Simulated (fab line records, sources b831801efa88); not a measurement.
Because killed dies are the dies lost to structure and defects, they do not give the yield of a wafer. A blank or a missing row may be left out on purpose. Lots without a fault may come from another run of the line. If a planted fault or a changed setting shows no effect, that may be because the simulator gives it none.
fab line records	flow gf180mcu
record: lots: 14	wafers: 42	last-day: 34
route steps=602 shown STI@31 DNWELL@40 VT_IMPLANT@121
lots with no fault: from the same line, run without faults
start-h: hours from the record's first day to the start of the lot's first wafer shown	wait-h: hours elapsed since this lot's preceding step	" the same as in the row above	L1.1+2: one row covering several wafers at once	- no value, or no start given	* or withheld: withheld	< > ~ a bound
route shown NAME@n: a module of which the file shows steps, and the number in the route of the first	usual: the fault-free wafers' mean and standard deviation	same: alike in all rows	chamber/n: place in a boat	sites: each site's reading	_std_site: the standard deviation of these	_edge_site: inner sites' mean taken away from outer sites' mean	radius-mm: for every site, how far away it sits from the centre of the wafer	mask NAME#n: copy n	behind: the tool/chamber that last shaped the wafer	hold: cause of the lot's hold/its duration in hours/its outcome	device: whichever transistor did not switch (one of n, p or np)	end of line: the same wafers' tests at the end of the route	for a step that has no rows: nothing shown but its recipe	killed: dies lost to structure and defects at the first sort, not the wafer's yield	map: dies across one wafer; x = killed, . = not, _ = none there
set.NAME: setting as actually run; set.NAME@STEP: the setting as run at that earlier step	model.NAME: the simulator's own value behind a step, which no gauge read
route steps across a sampled set of lots; one table per step, one row per wafer
services: a tool's chamber out of use, with start hour (start-h, from the record's first day; less than 0 if before it), hours out, and reason
== steps ==
step: GF_STI_THK_MEAS_30
recipe: reads: SiO2_of_STI_OXIDATION_29
usual: STI_OXIDATION_02_THK: 9.94/0.16
lot.wafer	tool	chamber	start-h	wait-h	STI_OXIDATION_02_THK[nm]
L374.3	film-metro-03	-	30.44	0.0	9.87
L374.5	"	-	"	"	10.10
L374.6	"	-	"	"	10.20
L376.2	film-metro-04	-	42.14	0.0	9.85
L376.4	"	-	"	"	9.69
L376.6	"	-	"	"	9.81
L377.1	film-metro-04	-	45.90	0.0	9.81
L377.4	"	-	"	"	9.90
L377.6	"	-	"	"	9.92
L379.1	film-metro-04	-	56.81	0.0	10.15
L379.2	"	-	"	"	10.04
L379.4	"	-	"	"	9.85
L381.1	film-metro-02	-	65.60	0.0	9.88
L381.2	"	-	"	"	9.88
L381.6	"	-	"	"	9.96
L382.1	film-metro-04	-	69.89	0.0	10.17
L382.2	"	-	"	"	10.20
L382.3	"	-	"	"	10.14
L383.2	film-metro-04	-	76.39	0.0	9.93
L383.5	"	-	"	"	9.91
L383.6	"	-	"	"	9.81
L386.2	film-metro-03	-	90.92	0.0	9.95
L386.4	"	-	"	"	10.05
L386.5	"	-	"	"	9.72
L389.1	film-metro-03	-	109.21	0.0	9.97
L389.4	"	-	"	"	9.96
L389.6	"	-	"	"	9.99
L390.2	film-metro-02	-	115.89	0.0	10.08
L390.3	"	-	"	"	10.03
L390.5	"	-	"	"	9.96
L394.1	film-metro-03	-	135.52	0.0	10.05
L394.4	"	-	"	"	9.93
L394.6	"	-	"	"	9.92
L395.2	film-metro-02	-	139.14	0.0	10.11
L395.4	"	-	"	"	9.94
L395.6	"	-	"	"	10.03
L396.2	film-metro-03	-	143.67	0.0	9.60
L396.3	"	-	"	"	9.77
L396.4	"	-	"	"	9.68
L397.1	film-metro-04	-	149.22	0.0	10.02
L397.2	"	-	"	"	10.00
L397.6	"	-	"	"	9.90
step: GF_DNWELL_STRIP_08
recipe: chemistry: O2/N2	power-w: 1400	pressure-mtorr: 1500	platen-temp-c: 250	o2-flow-sccm: 3000	n2-flow-sccm: 300	overash-fraction: 0.5
usual: drypump-motor-current-A: 5.9/0.47	heater-power-w: 324/32	oes-product-au: 0.722/0.0045	strip-time-to-endpoint-s: 37.00/0.12
lot.wafer	tool	chamber	start-h	wait-h	drypump-motor-current-A	heater-power-w	oes-product-au	rf-hours-counter-h	strip-time-to-endpoint-s
L374.3	plasma-asher-03	0	42.98	0.1	6.2	281	0.715	-	36.86
L374.5	"	0	"	"	6.3	281	0.716	-	36.84
L374.6	"	1	"	"	5.4	310	0.722	-	36.90
L376.2	plasma-asher-02	0	54.20	0.1	5.8	351	0.721	41	36.93
L376.4	"	0	"	"	5.7	353	0.723	-	36.92
L376.6	"	0	"	"	5.7	358	0.728	-	36.96
L377.1	plasma-asher-03	0	58.95	0.1	6.2	278	0.714	27	37.05
L377.4	"	0	"	"	6.3	281	0.726	-	37.11
L377.6	"	1	"	"	5.4	306	0.714	-	37.08
L379.1	plasma-asher-01	1	69.96	0.1	6.6	307	0.724	40	37.21
L379.2	"	0	"	"	5.4	366	0.724	40	37.15
L379.4	"	0	"	"	5.5	363	0.719	-	37.21
L381.1	plasma-asher-03	1	79.26	0.1	5.4	316	0.724	29	36.99
L381.2	"	0	"	"	6.2	279	0.722	29	37.08
L381.6	"	0	"	"	6.2	289	0.724	-	37.02
L382.1	plasma-asher-01	1	84.39	0.1	6.6	309	0.720	41	37.01
L382.2	"	0	"	"	5.5	361	0.714	41	36.98
L382.3	"	1	"	"	6.6	311	0.727	-	37.02
L383.2	plasma-asher-03	0	90.54	0.1	6.3	283	0.722	31	37.07
L383.5	"	0	"	"	6.3	283	0.718	-	36.98
L383.6	"	1	"	"	5.4	305	0.728	-	37.05
L386.2	plasma-asher-03	0	105.39	0.1	6.2	277	0.724	33	36.83
L386.4	"	0	"	"	6.2	280	0.718	-	36.92
L386.5	"	0	"	"	6.2	279	0.721	-	36.83
L389.1	plasma-asher-02	1	124.35	0.1	6.0	356	0.719	44	37.03
L389.4	"	1	"	"	6.0	358	0.720	-	37.10
L389.6	"	0	"	"	5.7	355	0.719	-	37.00
L390.2	plasma-asher-02	1	131.14	0.2	6.0	361	0.721	45	36.96
L390.3	"	1	"	"	6.0	354	0.723	-	37.03
L390.5	"	0	"	"	5.8	353	0.723	-	37.07
L394.1	plasma-asher-01	0	151.20	0.1	5.5	359	0.731	49	36.81
L394.4	"	0	"	"	5.4	369	0.714	-	36.84
L394.6	"	1	"	"	6.6	309	0.720	-	36.79
L395.2	plasma-asher-03	1	154.35	0.1	5.4	316	0.720	39	36.86
L395.4	"	1	"	"	5.4	302	0.728	-	36.72
L395.6	"	0	"	"	6.3	281	0.730	-	37.04
L396.2	plasma-asher-01	1	159.84	0.1	6.6	302	0.714	50	37.05
L396.3	"	0	"	"	5.4	367	0.722	-	36.95
L396.4	"	1	"	"	6.6	305	0.725	-	36.97
L397.1	plasma-asher-01	1	165.00	0.1	6.6	300	0.719	51	36.84
L397.2	"	0	"	"	5.5	365	0.719	51	36.86
L397.6	"	1	"	"	6.6	316	0.728	-	36.80
step: GF_VT_IMPLANT_STRIP_31
recipe: chemistry: O2/N2	power-w: 1400	pressure-mtorr: 1500	platen-temp-c: 250	o2-flow-sccm: 3000	n2-flow-sccm: 300	overash-fraction: 0.5
usual: drypump-motor-current-A: 5.86/0.2	heater-power-w: 341/26	oes-product-au: 0.716/0.0045	strip-time-to-endpoint-s: 12.63/0.045
lot.wafer	tool	chamber	start-h	wait-h	drypump-motor-current-A	heater-power-w	oes-product-au	rf-hours-counter-h	strip-time-to-endpoint-s
L374.3	plasma-asher-04	0	140.77	0.1	6.00	371	0.714	-	12.71
L374.5	"	1	"	"	5.75	324	0.713	-	12.71
L374.6	"	0	"	"	6.00	358	0.719	-	12.70
L376.2	plasma-asher-03	1	153.55	0.1	5.43	305	0.726	39	12.64
L376.4	"	0	"	"	6.23	275	0.715	-	12.62
L376.6	"	0	"	"	6.22	282	0.709	-	12.59
L377.1	plasma-asher-02	0	160.20	0.1	5.74	353	0.714	48	12.69
L377.4	"	0	"	"	5.74	347	0.715	-	12.71
L377.6	"	1	"	"	6.05	351	0.710	-	12.72
L379.1	plasma-asher-03	1	173.65	0.1	5.44	308	0.716	41	12.65
L379.2	"	0	"	"	6.20	287	0.723	41	12.64
L379.4	"	0	"	"	6.24	287	0.703	-	12.66
L381.1	plasma-asher-04	0	184.99	0.1	5.99	377	0.719	6	12.61
L381.2	"	1	"	"	5.74	324	0.716	6	12.54
L381.6	"	1	"	"	5.74	328	0.713	-	12.59
L382.1	plasma-asher-04	0	191.79	0.1	5.98	367	0.710	7	12.59
L382.2	"	1	"	"	5.76	323	0.715	7	12.60
L382.3	"	1	"	"	5.72	320	0.715	-	12.66
L383.2	plasma-asher-02	0	200.05	0.1	5.72	365	0.717	52	12.57
L383.5	"	0	"	"	5.73	351	0.708	-	12.59
L383.6	"	1	"	"	6.00	358	0.713	-	12.59
L386.2	plasma-asher-02	1	220.10	0.1	6.00	356	0.712	54	12.63
L386.4	"	0	"	"	5.73	359	0.708	-	12.64
L386.5	"	1	"	"	6.01	363	0.708	-	12.65
L389.1	plasma-asher-03	0	241.49	0.1	6.22	278	0.719	48	12.63
L389.4	"	1	"	"	5.47	304	0.720	-	12.65
L389.6	"	1	"	"	5.46	312	0.723	-	12.64
L390.2	plasma-asher-04	0	248.98	0.1	5.99	358	0.723	13	12.57
L390.3	"	0	"	"	5.98	365	0.718	-	12.60
L390.5	"	0	"	"	5.99	367	0.708	-	12.60
L394.1	plasma-asher-02	1	275.48	0.1	6.00	344	0.714	60	12.54
L394.4	"	1	"	"	6.04	348	0.713	-	12.56
L394.6	"	0	"	"	5.74	354	0.715	-	12.59
L395.2	plasma-asher-04	1	276.75	0.1	5.74	317	0.718	16	12.64
L395.4	"	1	"	"	5.73	329	0.717	-	12.63
L395.6	"	0	"	"	5.99	361	0.713	-	12.67
L396.2	plasma-asher-02	0	284.94	0.1	5.74	355	0.718	61	12.65
L396.3	"	1	"	"	6.05	357	0.723	-	12.62
L396.4	"	0	"	"	5.75	349	0.717	-	12.67
L397.1	plasma-asher-02	1	291.45	0.1	6.03	356	0.719	62	12.63
L397.2	"	0	"	"	5.72	353	0.711	62	12.64
L397.6	"	1	"	"	6.04	352	0.729	-	12.65
step: GF_VT_IMPLANT_DEVELOP_39
recipe: develop-time-s: 60	dev-temp-c: 23
usual: chill-plate-temp-C: 23.00/0.1	develop-time-s: 60/0
lot.wafer	tool	chamber	start-h	wait-h	chill-plate-temp-C	develop-time-s
L374.3	litho-track-02	0	155.86	0.1	23.05	60
L374.5	"	0	"	"	23.05	60
L374.6	"	0	"	"	22.96	60
L376.2	litho-track-04	0	169.18	0.1	23.16	60
L376.4	"	0	"	"	23.20	60
L376.6	"	0	"	"	23.03	60
L377.1	litho-track-04	0	175.80	0.1	23.06	60
L377.4	"	0	"	"	23.03	60
L377.6	"	0	"	"	22.99	60
L379.1	litho-track-02	0	189.76	0.1	23.01	60
L379.2	"	0	"	"	23.10	60
L379.4	"	0	"	"	23.01	60
L381.1	litho-track-04	0	201.55	0.1	22.84	60
L381.2	"	0	"	"	22.87	60
L381.6	"	0	"	"	22.97	60
L382.1	litho-track-01	0	208.90	0.1	23.12	60
L382.2	"	0	"	"	22.99	60
L382.3	"	0	"	"	23.06	60
L383.2	litho-track-04	0	217.08	0.1	23.01	60
L383.5	"	0	"	"	22.94	60
L383.6	"	0	"	"	22.89	60
L386.2	litho-track-04	0	238.08	0.1	23.05	60
L386.4	"	0	"	"	22.99	60
L386.5	"	0	"	"	23.14	60
L389.1	litho-track-01	-	260.00	0.1	-	-
L389.4	"	-	"	"	-	-
L389.6	"	-	"	"	-	-
L390.2	litho-track-04	-	267.98	0.1	-	-
L390.3	"	-	"	"	-	-
L390.5	"	-	"	"	-	-
L394.1	litho-track-04	0	295.20	0.1	22.87	60
L394.4	"	0	"	"	22.95	60
L394.6	"	0	"	"	23.02	60
L395.2	litho-track-01	0	296.92	0.1	23.10	60
L395.4	"	0	"	"	23.12	60
L395.6	"	0	"	"	23.11	60
L396.2	litho-track-02	0	304.54	0.1	23.05	60
L396.3	"	0	"	"	23.04	60
L396.4	"	0	"	"	22.96	60
L397.1	litho-track-01	0	311.80	0.1	22.91	60
L397.2	"	0	"	"	23.04	60
L397.6	"	0	"	"	23.10	60
== services ==
tool	chamber	start-h	hours	kind
plasma-asher-03	-	29.39	1.0	repair
plasma-asher-02	-	67.75	47.3	pm
plasma-asher-01	-	80.93	3.4	repair
plasma-asher-04	-	108.75	9.0	pm
plasma-asher-04	0	108.75	9.0	vent-cycle
plasma-asher-04	1	108.75	9.0	vent-cycle
plasma-asher-04	0	117.75	-	clean
plasma-asher-04	1	117.75	-	clean
plasma-asher-01	-	128.37	1.4	repair
litho-track-01	-	167.32	-	consumable-replace:filter
plasma-asher-04	-	169.65	5.1	repair
plasma-asher-02	-	187.20	4.3	pm
litho-track-01	-	273.17	-	consumable-replace:filter
plasma-asher-04	-	305.18	1.8	repair
== key ==
first-sign: step: GF_VT_IMPLANT_DEVELOP_39	reading: tool-record	direction: missing
effect none on later readings
met-at GF_VT_IMPLANT_DEVELOP_39
struck-lots L389,L390
later-rows-left-out L389.1,L389.4,L389.6,L390.2,L390.3,L390.5
sort-left-out L389.1,L389.4,L389.6,L390.2,L390.3,L390.5
tester-left-out L389,L390
not-acting-at GF_STI_THK_MEAS_30,GF_DNWELL_STRIP_08,GF_VT_IMPLANT_STRIP_31
onset-between 238.08 260.00
fault: kind: skipped-step-whole	tool: litho-track-01,litho-track-04	chamber: -	onset-h: 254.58	steps: GF_VT_IMPLANT_DEVELOP_39	scope: struck-lots-only
tester-left-out: of these lots the tester's yield and bins aren't shown, on N5 and GAA mostly nor the transistor test; their killed dies are dies lost to structure and defects alone, not to doping, threshold or leakage, so they don't give the yield
sort-left-out: the simulated sort isn't trusted on such a fault, so these wafers' sort isn't shown, and their yield isn't known
later-rows-left-out: the simulator's readings of these wafers behind a module that went badly wrong aren't trusted and aren't shown, but for the sort
